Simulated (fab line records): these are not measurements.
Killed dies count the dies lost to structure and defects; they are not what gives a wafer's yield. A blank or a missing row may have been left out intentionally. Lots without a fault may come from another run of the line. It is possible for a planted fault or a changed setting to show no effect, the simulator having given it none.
fab line records :: flow sky130 :: part 2 of 2: steps 25 to 33 of 33
record
  lots=5
  wafers=15
  lastDay=50
route steps=708 shown VIA1@477 METAL2@483 VIA2@507
lots that met no fault: taken from a fault-free run of the same line
startH: the number of hours between the record's first day and the start of the first shown wafer of the lot :: waitH: hours elapsed since this lot's preceding step :: " unchanged from the row above :: L1.1+2: a row that stands for several wafers :: - no value, or no start was given :: * or withheld: withheld :: < > ~ a bound
route shown NAME@n: names a module that has steps shown in the file, with the first one's number in the route :: usual: the fault-free wafers' mean and standard deviation :: same: alike in all rows :: chamber/n: place in a boat :: sites: each site's reading :: _std_site: standard deviation across them :: _edge_site: outer sites' mean less inner sites' :: radiusMm: for every site, how far away it sits from the centre of the wafer :: mask NAME#n: copy n :: behind: the tool/chamber that last shaped the wafer :: hold: the reason the lot was held/the length of the hold in hours/how it ended :: device: the transistor (n, p or np) that didn't switch :: end of line: the same wafers' tests at the end of the route :: step lacking rows: just its recipe :: killed: the dies lost at the first sort to structure and to defects; this is not the yield of the wafer :: map: a wafer's dies, x killed, . not, _ none there
set.NAME: the setting the step ran with; set.NAME@STEP: the setting that earlier step ran with :: model.NAME: the simulator's own value behind a step, which no gauge read
a table for each step, a row for each wafer; lots at some steps of the route
services: the hour from which a tool's chamber was out of use, counted from the record's first day as startH (under 0 if before that day), plus the number of hours and why
## steps
# step SKY_METAL2_ETCH_18
# recipe
  chemistry=N2/H2
  target=BARC
  ionEnergyEv=200
  biasW=100
  pressureMtorr=30
  n2FlowSccm=100
  h2FlowSccm=200
  icpW=500
  stopOn=SiO2
  timeS=45.9
  targetDepthA=600
# usual
  drypumpMotorCurrentA=5.9/0.49
  oesProductAu=0.854/0.0046
  throttleValvePct=13.224/0.0093
lot.wafer: L076.2
tool: rieMetal-04
chamber: 1
startH: 832.67
waitH: 0.0
drypumpMotorCurrentA: 6.7
oesProductAu: 0.848
rfHoursCounterH: 7
throttleValvePct: 13.225

lot.wafer: L076.4
tool: rieMetal-04
chamber: 0
startH: 832.67
waitH: 0.0
drypumpMotorCurrentA: 6.4
oesProductAu: 0.860
rfHoursCounterH: -
throttleValvePct: 13.221

lot.wafer: L076.6
tool: rieMetal-04
chamber: 0
startH: 832.67
waitH: 0.0
drypumpMotorCurrentA: 6.4
oesProductAu: 0.851
rfHoursCounterH: -
throttleValvePct: 13.219

lot.wafer: L081.4
tool: rieMetal-01
chamber: 0
startH: 873.14
waitH: 0.0
drypumpMotorCurrentA: 5.5
oesProductAu: 0.857
rfHoursCounterH: -
throttleValvePct: 13.225

lot.wafer: L081.5
tool: rieMetal-01
chamber: 0
startH: 873.14
waitH: 0.0
drypumpMotorCurrentA: 5.5
oesProductAu: 0.860
rfHoursCounterH: -
throttleValvePct: 13.242

lot.wafer: L081.6
tool: rieMetal-01
chamber: 1
startH: 873.14
waitH: 0.0
drypumpMotorCurrentA: 5.4
oesProductAu: 0.860
rfHoursCounterH: -
throttleValvePct: 13.208

lot.wafer: L086.2
tool: rieMetal-01
chamber: 1
startH: 916.75
waitH: 0.0
drypumpMotorCurrentA: 5.4
oesProductAu: 0.855
rfHoursCounterH: 15
throttleValvePct: 13.221

lot.wafer: L086.3
tool: rieMetal-01
chamber: 0
startH: 916.75
waitH: 0.0
drypumpMotorCurrentA: 5.5
oesProductAu: 0.853
rfHoursCounterH: -
throttleValvePct: 13.206

lot.wafer: L086.6
tool: rieMetal-01
chamber: 0
startH: 916.75
waitH: 0.0
drypumpMotorCurrentA: 5.5
oesProductAu: 0.853
rfHoursCounterH: -
throttleValvePct: 13.234

lot.wafer: L090.2
tool: rieMetal-03
chamber: 1
startH: 950.90
waitH: 0.0
drypumpMotorCurrentA: 6.1
oesProductAu: 0.854
rfHoursCounterH: 11
throttleValvePct: 13.225

lot.wafer: L090.5
tool: rieMetal-03
chamber: 0
startH: 950.90
waitH: 0.0
drypumpMotorCurrentA: 5.4
oesProductAu: 0.861
rfHoursCounterH: -
throttleValvePct: 13.238

lot.wafer: L090.6
tool: rieMetal-03
chamber: 1
startH: 950.90
waitH: 0.0
drypumpMotorCurrentA: 6.1
oesProductAu: 0.858
rfHoursCounterH: -
throttleValvePct: 13.227

lot.wafer: L095.1
tool: rieMetal-01
chamber: 0
startH: 975.12
waitH: 0.0
drypumpMotorCurrentA: 5.5
oesProductAu: 0.850
rfHoursCounterH: 15
throttleValvePct: 13.240

lot.wafer: L095.2
tool: rieMetal-01
chamber: 1
startH: 975.12
waitH: 0.0
drypumpMotorCurrentA: 5.3
oesProductAu: 0.847
rfHoursCounterH: 20
throttleValvePct: 13.218

lot.wafer: L095.5
tool: rieMetal-01
chamber: 0
startH: 975.12
waitH: 0.0
drypumpMotorCurrentA: 5.5
oesProductAu: 0.852
rfHoursCounterH: -
throttleValvePct: 13.218
# step SKY_METAL2_METAL_ETCH_19
# recipe
  targetDepthA=3600
  stopOn=SiO2
  overEtchFrac=0.3
  timeS=78
  chemistry=Cl2/BCl3
  resistSidewallDeg=88
  pressureMtorr=10
  icpW=900
  biasW=48.5
  Cl2_flow_sccm=60
  bcl3FlowSccm=30
# usual
  drypumpMotorCurrentA=5.9/0.49
  oesProductAu=0.855/0.0058
  throttleValvePct=22.264/0.01
lot.wafer: L076.2
tool: rieMetal-04
chamber: 1
startH: 832.73
waitH: 0.0
drypumpMotorCurrentA: 6.8
oesProductAu: 0.860
rfHoursCounterH: 7
throttleValvePct: 22.276

lot.wafer: L076.4
tool: rieMetal-04
chamber: 0
startH: 832.73
waitH: 0.0
drypumpMotorCurrentA: 6.4
oesProductAu: 0.855
rfHoursCounterH: -
throttleValvePct: 22.281

lot.wafer: L076.6
tool: rieMetal-04
chamber: 0
startH: 832.73
waitH: 0.0
drypumpMotorCurrentA: 6.4
oesProductAu: 0.860
rfHoursCounterH: -
throttleValvePct: 22.280

lot.wafer: L081.4
tool: rieMetal-01
chamber: 0
startH: 873.21
waitH: 0.1
drypumpMotorCurrentA: 5.5
oesProductAu: 0.857
rfHoursCounterH: -
throttleValvePct: 22.264

lot.wafer: L081.5
tool: rieMetal-01
chamber: 0
startH: 873.21
waitH: 0.1
drypumpMotorCurrentA: 5.5
oesProductAu: 0.862
rfHoursCounterH: -
throttleValvePct: 22.254

lot.wafer: L081.6
tool: rieMetal-01
chamber: 1
startH: 873.21
waitH: 0.1
drypumpMotorCurrentA: 5.4
oesProductAu: 0.861
rfHoursCounterH: -
throttleValvePct: 22.251

lot.wafer: L086.2
tool: rieMetal-01
chamber: 1
startH: 916.81
waitH: 0.0
drypumpMotorCurrentA: 5.3
oesProductAu: 0.857
rfHoursCounterH: 15
throttleValvePct: 22.277

lot.wafer: L086.3
tool: rieMetal-01
chamber: 0
startH: 916.81
waitH: 0.0
drypumpMotorCurrentA: 5.5
oesProductAu: 0.849
rfHoursCounterH: -
throttleValvePct: 22.274

lot.wafer: L086.6
tool: rieMetal-01
chamber: 0
startH: 916.81
waitH: 0.0
drypumpMotorCurrentA: 5.5
oesProductAu: 0.852
rfHoursCounterH: -
throttleValvePct: 22.266

lot.wafer: L090.2
tool: rieMetal-03
chamber: 1
startH: 950.96
waitH: 0.0
drypumpMotorCurrentA: 6.1
oesProductAu: 0.852
rfHoursCounterH: 11
throttleValvePct: 22.271

lot.wafer: L090.5
tool: rieMetal-03
chamber: 0
startH: 950.96
waitH: 0.0
drypumpMotorCurrentA: 5.4
oesProductAu: 0.854
rfHoursCounterH: -
throttleValvePct: 22.263

lot.wafer: L090.6
tool: rieMetal-03
chamber: 1
startH: 950.96
waitH: 0.0
drypumpMotorCurrentA: 6.1
oesProductAu: 0.858
rfHoursCounterH: -
throttleValvePct: 22.268

lot.wafer: L095.1
tool: rieMetal-01
chamber: 0
startH: 975.18
waitH: 0.0
drypumpMotorCurrentA: 5.5
oesProductAu: 0.867
rfHoursCounterH: 15
throttleValvePct: 22.259

lot.wafer: L095.2
tool: rieMetal-01
chamber: 1
startH: 975.18
waitH: 0.0
drypumpMotorCurrentA: 5.4
oesProductAu: 0.866
rfHoursCounterH: 20
throttleValvePct: 22.261

lot.wafer: L095.5
tool: rieMetal-01
chamber: 0
startH: 975.18
waitH: 0.0
drypumpMotorCurrentA: 5.5
oesProductAu: 0.856
rfHoursCounterH: -
throttleValvePct: 22.252
# step SKY_METAL2_STRIP_20
# recipe
  chemistry=O2/N2
  powerW=1400
  pressureMtorr=1500
  platenTempC=withheld
  o2FlowSccm=3000
  n2FlowSccm=300
  overashFraction=0.5
# usual
  drypumpMotorCurrentA=5.5/0.49
  oesProductAu=0.343/0.0052
  stripTimeToEndpointS=2.69/0.054
lot.wafer: L076.2
tool: plasmaAsher-03
chamber: 0
startH: 832.82
waitH: 0.1
drypumpMotorCurrentA: 5.0
oesProductAu: 0.340
rfHoursCounterH: 101
stripTimeToEndpointS: 2.67

lot.wafer: L076.4
tool: plasmaAsher-03
chamber: 0
startH: 832.82
waitH: 0.1
drypumpMotorCurrentA: 5.0
oesProductAu: 0.333
rfHoursCounterH: -
stripTimeToEndpointS: 2.64

lot.wafer: L076.6
tool: plasmaAsher-03
chamber: 1
startH: 832.82
waitH: 0.1
drypumpMotorCurrentA: 5.1
oesProductAu: 0.335
rfHoursCounterH: -
stripTimeToEndpointS: 2.61

lot.wafer: L081.4
tool: plasmaAsher-03
chamber: 1
startH: 873.31
waitH: 0.1
drypumpMotorCurrentA: 5.1
oesProductAu: 0.343
rfHoursCounterH: -
stripTimeToEndpointS: 2.73

lot.wafer: L081.5
tool: plasmaAsher-03
chamber: 1
startH: 873.31
waitH: 0.1
drypumpMotorCurrentA: 5.1
oesProductAu: 0.348
rfHoursCounterH: -
stripTimeToEndpointS: 2.74

lot.wafer: L081.6
tool: plasmaAsher-03
chamber: 0
startH: 873.31
waitH: 0.1
drypumpMotorCurrentA: 5.1
oesProductAu: 0.347
rfHoursCounterH: -
stripTimeToEndpointS: 2.76

lot.wafer: L086.2
tool: plasmaAsher-02
chamber: 1
startH: 916.90
waitH: 0.1
drypumpMotorCurrentA: 5.2
oesProductAu: 0.346
rfHoursCounterH: 78
stripTimeToEndpointS: 2.77

lot.wafer: L086.3
tool: plasmaAsher-02
chamber: 1
startH: 916.90
waitH: 0.1
drypumpMotorCurrentA: 5.2
oesProductAu: 0.353
rfHoursCounterH: -
stripTimeToEndpointS: 2.74

lot.wafer: L086.6
tool: plasmaAsher-02
chamber: 0
startH: 916.90
waitH: 0.1
drypumpMotorCurrentA: 6.3
oesProductAu: 0.347
rfHoursCounterH: -
stripTimeToEndpointS: 2.77

lot.wafer: L090.2
tool: plasmaAsher-02
chamber: 0
startH: 951.05
waitH: 0.1
drypumpMotorCurrentA: 6.3
oesProductAu: 0.337
rfHoursCounterH: 82
stripTimeToEndpointS: 2.63

lot.wafer: L090.5
tool: plasmaAsher-02
chamber: 0
startH: 951.05
waitH: 0.1
drypumpMotorCurrentA: 6.2
oesProductAu: 0.347
rfHoursCounterH: -
stripTimeToEndpointS: 2.66

lot.wafer: L090.6
tool: plasmaAsher-02
chamber: 1
startH: 951.05
waitH: 0.1
drypumpMotorCurrentA: 5.2
oesProductAu: 0.341
rfHoursCounterH: -
stripTimeToEndpointS: 2.65

lot.wafer: L095.1
tool: plasmaAsher-03
chamber: 0
startH: 975.27
waitH: 0.1
drypumpMotorCurrentA: 5.0
oesProductAu: 0.337
rfHoursCounterH: 115
stripTimeToEndpointS: 2.74

lot.wafer: L095.2
tool: plasmaAsher-03
chamber: 1
startH: 975.27
waitH: 0.1
drypumpMotorCurrentA: 5.1
oesProductAu: 0.354
rfHoursCounterH: 115
stripTimeToEndpointS: 2.78

lot.wafer: L095.5
tool: plasmaAsher-03
chamber: 1
startH: 975.27
waitH: 0.1
drypumpMotorCurrentA: 5.1
oesProductAu: 0.347
rfHoursCounterH: -
stripTimeToEndpointS: 2.72
# step SKY_METAL2_STRIP_21
# recipe
  chemistry=postEtchResidueRemover
  timeS=1200
  tempC=72.5
# usual
  bathHeatDutyPct=13.9/1.6
  tempC=72.50/0.13
lot.wafer: L076.2
tool: wetBench-03
chamber: 2
startH: 832.92
waitH: 0.1
bathHeatDutyPct: 14.1
tempC: 72.47

lot.wafer: L076.4
tool: wetBench-03
chamber: 2
startH: 832.92
waitH: 0.1
bathHeatDutyPct: 12.0
tempC: 72.42

lot.wafer: L076.6
tool: wetBench-03
chamber: 2
startH: 832.92
waitH: 0.1
bathHeatDutyPct: 12.1
tempC: 72.51

lot.wafer: L081.4
tool: wetBench-04
chamber: 2
startH: 873.37
waitH: 0.0
bathHeatDutyPct: 13.1
tempC: 72.54

lot.wafer: L081.5
tool: wetBench-04
chamber: 2
startH: 873.37
waitH: 0.0
bathHeatDutyPct: 13.7
tempC: 72.59

lot.wafer: L081.6
tool: wetBench-04
chamber: 2
startH: 873.37
waitH: 0.0
bathHeatDutyPct: 11.9
tempC: 72.65

lot.wafer: L086.2
tool: wetBench-04
chamber: 1
startH: 917.00
waitH: 0.1
bathHeatDutyPct: 12.1
tempC: 72.63

lot.wafer: L086.3
tool: wetBench-04
chamber: 1
startH: 917.00
waitH: 0.1
bathHeatDutyPct: 11.2
tempC: 72.76

lot.wafer: L086.6
tool: wetBench-04
chamber: 1
startH: 917.00
waitH: 0.1
bathHeatDutyPct: 13.8
tempC: 72.67

lot.wafer: L090.2
tool: wetBench-01
chamber: 1
startH: 951.15
waitH: 0.1
bathHeatDutyPct: 13.4
tempC: 72.54

lot.wafer: L090.5
tool: wetBench-01
chamber: 1
startH: 951.15
waitH: 0.1
bathHeatDutyPct: 11.1
tempC: 72.50

lot.wafer: L090.6
tool: wetBench-01
chamber: 1
startH: 951.15
waitH: 0.1
bathHeatDutyPct: 11.0
tempC: 72.66

lot.wafer: L095.1
tool: wetBench-03
chamber: 0
startH: 975.37
waitH: 0.1
bathHeatDutyPct: 16.7
tempC: 72.39

lot.wafer: L095.2
tool: wetBench-03
chamber: 0
startH: 975.37
waitH: 0.1
bathHeatDutyPct: 16.2
tempC: 72.34

lot.wafer: L095.5
tool: wetBench-03
chamber: 0
startH: 975.37
waitH: 0.1
bathHeatDutyPct: 16.6
tempC: 72.56
# step SKY_METAL2_CLEAN_22
# recipe
  chemistry=IPA
  timeS=180
  tempC=25
# usual
  bathHeatDutyPct=6.4/0.85
  tempC=24.99/0.12
lot.wafer: L076.2
tool: wetBench-01
chamber: 0
startH: 833.26
waitH: 0.0
bathHeatDutyPct: 7.5
tempC: 24.99

lot.wafer: L076.4
tool: wetBench-01
chamber: 0
startH: 833.26
waitH: 0.0
bathHeatDutyPct: 7.1
tempC: 24.94

lot.wafer: L076.6
tool: wetBench-01
chamber: 0
startH: 833.26
waitH: 0.0
bathHeatDutyPct: 7.3
tempC: 25.01

lot.wafer: L081.4
tool: wetBench-03
chamber: 1
startH: 873.71
waitH: 0.0
bathHeatDutyPct: 5.6
tempC: 25.29

lot.wafer: L081.5
tool: wetBench-03
chamber: 1
startH: 873.71
waitH: 0.0
bathHeatDutyPct: 6.6
tempC: 25.13

lot.wafer: L081.6
tool: wetBench-03
chamber: 1
startH: 873.71
waitH: 0.0
bathHeatDutyPct: 6.9
tempC: 25.08

lot.wafer: L086.2
tool: wetBench-01
chamber: 2
startH: 917.38
waitH: 0.0
bathHeatDutyPct: 7.6
tempC: 25.02

lot.wafer: L086.3
tool: wetBench-01
chamber: 2
startH: 917.38
waitH: 0.0
bathHeatDutyPct: 6.2
tempC: 25.16

lot.wafer: L086.6
tool: wetBench-01
chamber: 2
startH: 917.38
waitH: 0.0
bathHeatDutyPct: 7.0
tempC: 24.89

lot.wafer: L090.2
tool: wetBench-04
chamber: 1
startH: 951.50
waitH: 0.0
bathHeatDutyPct: 5.9
tempC: 24.81

lot.wafer: L090.5
tool: wetBench-04
chamber: 1
startH: 951.50
waitH: 0.0
bathHeatDutyPct: 5.6
tempC: 25.00

lot.wafer: L090.6
tool: wetBench-04
chamber: 1
startH: 951.50
waitH: 0.0
bathHeatDutyPct: 5.7
tempC: 25.05

lot.wafer: L095.1
tool: wetBench-01
chamber: 2
startH: 976.06
waitH: 0.0
bathHeatDutyPct: 7.0
tempC: 25.07

lot.wafer: L095.2
tool: wetBench-01
chamber: 2
startH: 976.06
waitH: 0.0
bathHeatDutyPct: 6.7
tempC: 24.95

lot.wafer: L095.5
tool: wetBench-01
chamber: 2
startH: 976.06
waitH: 0.0
bathHeatDutyPct: 7.8
tempC: 25.01
# step SKY_METAL2_CLEAN_23
# recipe
  chemistry=O3/DIW
  dry=n2Spin
lot.wafer: L076.2+4+6
tool: wetBench-03
chamber: 2
startH: 833.33
waitH: 0.0

lot.wafer: L081.4+5+6
tool: wetBench-04
chamber: 2
startH: 873.77
waitH: 0.0

lot.wafer: L086.2+3+6
tool: wetBench-03
chamber: 1
startH: 917.45
waitH: 0.0

lot.wafer: L090.2+5+6
tool: wetBench-01
chamber: 2
startH: 951.55
waitH: 0.0

lot.wafer: L095.1+2+5
tool: wetBench-04
chamber: 0
startH: 976.11
waitH: 0.0
# step SKY_VIA2_HDPCVD_00
# recipe
  material=SiO2
  targetThkNm=1180
  sigmaOpenFrac=0.3
  timeS=196.7
  tempC=400
  sih4FlowSccm=60
  pressureMtorr=6
lot.wafer: L076.2+4+6
tool: hdpcvd-02
chamber: 1,1,0
startH: 833.42
waitH: 0.0

lot.wafer: L081.4+5+6
tool: hdpcvd-02
chamber: 1,0,2
startH: 873.93
waitH: 0.1

lot.wafer: L086.2+3+6
tool: hdpcvd-01
chamber: 1,0,0
startH: 917.54
waitH: 0.0

lot.wafer: L090.2+5+6
tool: hdpcvd-02
chamber: 1,0,1
startH: 951.65
waitH: 0.0

lot.wafer: L095.1+2+5
tool: hdpcvd-01
chamber: 2,1,0
startH: 976.21
waitH: 0.0
# step SKY_VIA2_THK_MEAS_01
# recipe
  reads=SiO2_of_VIA2_HDPCVD_00
# usual
  VIA2_HDPCVD_THK=1183/13
lot.wafer: L076.2
tool: filmMetro-01
chamber: -
startH: 833.55
waitH: 0.1
VIA2_HDPCVD_THK[nm]: 1186

lot.wafer: L076.4
tool: filmMetro-01
chamber: -
startH: 833.55
waitH: 0.1
VIA2_HDPCVD_THK[nm]: 1194

lot.wafer: L076.6
tool: filmMetro-01
chamber: -
startH: 833.55
waitH: 0.1
VIA2_HDPCVD_THK[nm]: 1197

lot.wafer: L081.4
tool: filmMetro-03
chamber: -
startH: 874.02
waitH: 0.0
VIA2_HDPCVD_THK[nm]: 1186

lot.wafer: L081.5
tool: filmMetro-03
chamber: -
startH: 874.02
waitH: 0.0
VIA2_HDPCVD_THK[nm]: 1181

lot.wafer: L081.6
tool: filmMetro-03
chamber: -
startH: 874.02
waitH: 0.0
VIA2_HDPCVD_THK[nm]: 1191

lot.wafer: L086.2
tool: filmMetro-03
chamber: -
startH: 917.68
waitH: 0.1
VIA2_HDPCVD_THK[nm]: 1189

lot.wafer: L086.3
tool: filmMetro-03
chamber: -
startH: 917.68
waitH: 0.1
VIA2_HDPCVD_THK[nm]: 1185

lot.wafer: L086.6
tool: filmMetro-03
chamber: -
startH: 917.68
waitH: 0.1
VIA2_HDPCVD_THK[nm]: 1167

lot.wafer: L090.2
tool: filmMetro-04
chamber: -
startH: 951.78
waitH: 0.1
VIA2_HDPCVD_THK[nm]: 1187

lot.wafer: L090.5
tool: filmMetro-04
chamber: -
startH: 951.78
waitH: 0.1
VIA2_HDPCVD_THK[nm]: 1186

lot.wafer: L090.6
tool: filmMetro-04
chamber: -
startH: 951.78
waitH: 0.1
VIA2_HDPCVD_THK[nm]: 1192

lot.wafer: L095.1
tool: filmMetro-01
chamber: -
startH: 976.38
waitH: 0.1
VIA2_HDPCVD_THK[nm]: 1194

lot.wafer: L095.2
tool: filmMetro-01
chamber: -
startH: 976.38
waitH: 0.1
VIA2_HDPCVD_THK[nm]: 1183

lot.wafer: L095.5
tool: filmMetro-01
chamber: -
startH: 976.38
waitH: 0.1
VIA2_HDPCVD_THK[nm]: 1183
# step SKY_VIA2_CMP_02
# recipe
  material=SiO2
  downForcePsi=4
  platenRpm=60
  padVelocityMS=0.94248
# usual
  edgeZonePressureFrac=1.000/0.0045
  headPressurePsi=4.000/0.0093
  motorCurrentA=10.7/0.9
lot.wafer: L076.4
tool: cmp-02
chamber: 3
startH: 833.60
waitH: 0.0
edgeZonePressureFrac: 1.010
headPressurePsi: 4.006
motorCurrentA: 11.1

lot.wafer: L076.2
tool: cmp-02
chamber: 1
startH: 833.60
waitH: 0.0
edgeZonePressureFrac: 0.997
headPressurePsi: 4.005
motorCurrentA: 11.8

lot.wafer: L076.6
tool: cmp-02
chamber: 3
startH: 833.60
waitH: 0.0
edgeZonePressureFrac: 1.008
headPressurePsi: 4.012
motorCurrentA: 11.0

lot.wafer: L081.4
tool: cmp-02
chamber: 0
startH: 874.10
waitH: 0.1
edgeZonePressureFrac: 0.996
headPressurePsi: 4.009
motorCurrentA: 10.1

lot.wafer: L081.6
tool: cmp-02
chamber: 3
startH: 874.10
waitH: 0.1
edgeZonePressureFrac: 0.995
headPressurePsi: 3.991
motorCurrentA: 10.2

lot.wafer: L081.5
tool: cmp-02
chamber: 0
startH: 874.10
waitH: 0.1
edgeZonePressureFrac: 0.993
headPressurePsi: 4.012
motorCurrentA: 10.4

lot.wafer: L086.2
tool: cmp-02
chamber: 2
startH: 917.78
waitH: 0.1
edgeZonePressureFrac: 0.999
headPressurePsi: 3.985
motorCurrentA: 9.4

lot.wafer: L086.3
tool: cmp-02
chamber: 0
startH: 917.78
waitH: 0.1
edgeZonePressureFrac: 1.002
headPressurePsi: 3.998
motorCurrentA: 10.0

lot.wafer: L086.6
tool: cmp-02
chamber: 2
startH: 917.78
waitH: 0.1
edgeZonePressureFrac: 0.998
headPressurePsi: 3.995
motorCurrentA: 9.9

lot.wafer: L090.2
tool: cmp-02
chamber: 0
startH: 951.93
waitH: 0.1
edgeZonePressureFrac: 1.002
headPressurePsi: 4.003
motorCurrentA: 10.3

lot.wafer: L090.6
tool: cmp-02
chamber: 2
startH: 951.93
waitH: 0.1
edgeZonePressureFrac: 0.996
headPressurePsi: 4.008
motorCurrentA: 9.8

lot.wafer: L090.5
tool: cmp-02
chamber: 3
startH: 951.93
waitH: 0.1
edgeZonePressureFrac: 1.011
headPressurePsi: 3.999
motorCurrentA: 10.5

lot.wafer: L095.2
tool: cmp-01
chamber: 3
startH: 976.56
waitH: 0.2
edgeZonePressureFrac: 1.004
headPressurePsi: 3.997
motorCurrentA: 10.8

lot.wafer: L095.1
tool: cmp-01
chamber: 1
startH: 976.56
waitH: 0.2
edgeZonePressureFrac: 0.999
headPressurePsi: 4.005
motorCurrentA: 12.6

lot.wafer: L095.5
tool: cmp-01
chamber: 2
startH: 976.56
waitH: 0.2
edgeZonePressureFrac: 1.004
headPressurePsi: 3.995
motorCurrentA: 11.1
## services
tool: krfScanner-02
chamber: -
startH: 791.42
hours: 1.0
kind: repair

tool: cmp-02
chamber: -
startH: 793.30
hours: 0.3
kind: repair

tool: krfScanner-02
chamber: -
startH: 800.56
hours: 1.3
kind: pm

tool: krfScanner-02
chamber: -
startH: 801.86
hours: 3.6
kind: pm

tool: pvdSputter-04
chamber: -
startH: 803.92
hours: 2.6
kind: repair

tool: rieMetal-01
chamber: -
startH: 810.00
hours: 2.5
kind: repair

tool: cmp-02
chamber: -
startH: 822.34
hours: 0.8
kind: repair

tool: pvdSputter-03
chamber: -
startH: 825.67
hours: 2.4
kind: repair

tool: pvdSputter-04
chamber: -
startH: 847.47
hours: 0.7
kind: repair

tool: krfScanner-02
chamber: -
startH: 865.83
hours: 4.4
kind: pm

tool: pvdSputter-03
chamber: -
startH: 873.19
hours: 15.0
kind: repair

tool: rieMetal-01
chamber: 0
startH: 888.64
hours: 6.2
kind: repair

tool: rieMetal-01
chamber: 0
startH: 899.28
hours: 4.7
kind: repair

tool: cmp-02
chamber: -
startH: 900.07
hours: 5.6
kind: pm

tool: wetBench-01
chamber: -
startH: 909.38
hours: 4.4
kind: repair

tool: krfScanner-02
chamber: -
startH: 910.60
hours: 0.2
kind: repair

tool: pvdSputter-04
chamber: -
startH: 916.36
hours: 3.7
kind: repair

tool: cmp-02
chamber: -
startH: 925.84
hours: 8.8
kind: pm

tool: pvdSputter-03
chamber: -
startH: 926.00
hours: 1.3
kind: repair

tool: rieMetal-01
chamber: 0
startH: 933.20
hours: 41.5
kind: repair

tool: rieMetal-01
chamber: 1
startH: 941.49
hours: 1.2
kind: repair

tool: cmp-02
chamber: -
startH: 955.57
hours: 12.2
kind: pm

tool: pvdSputter-02
chamber: -
startH: 966.09
hours: 4.3
kind: repair

tool: pvdSputter-04
chamber: -
startH: 967.10
hours: 2.8
kind: repair
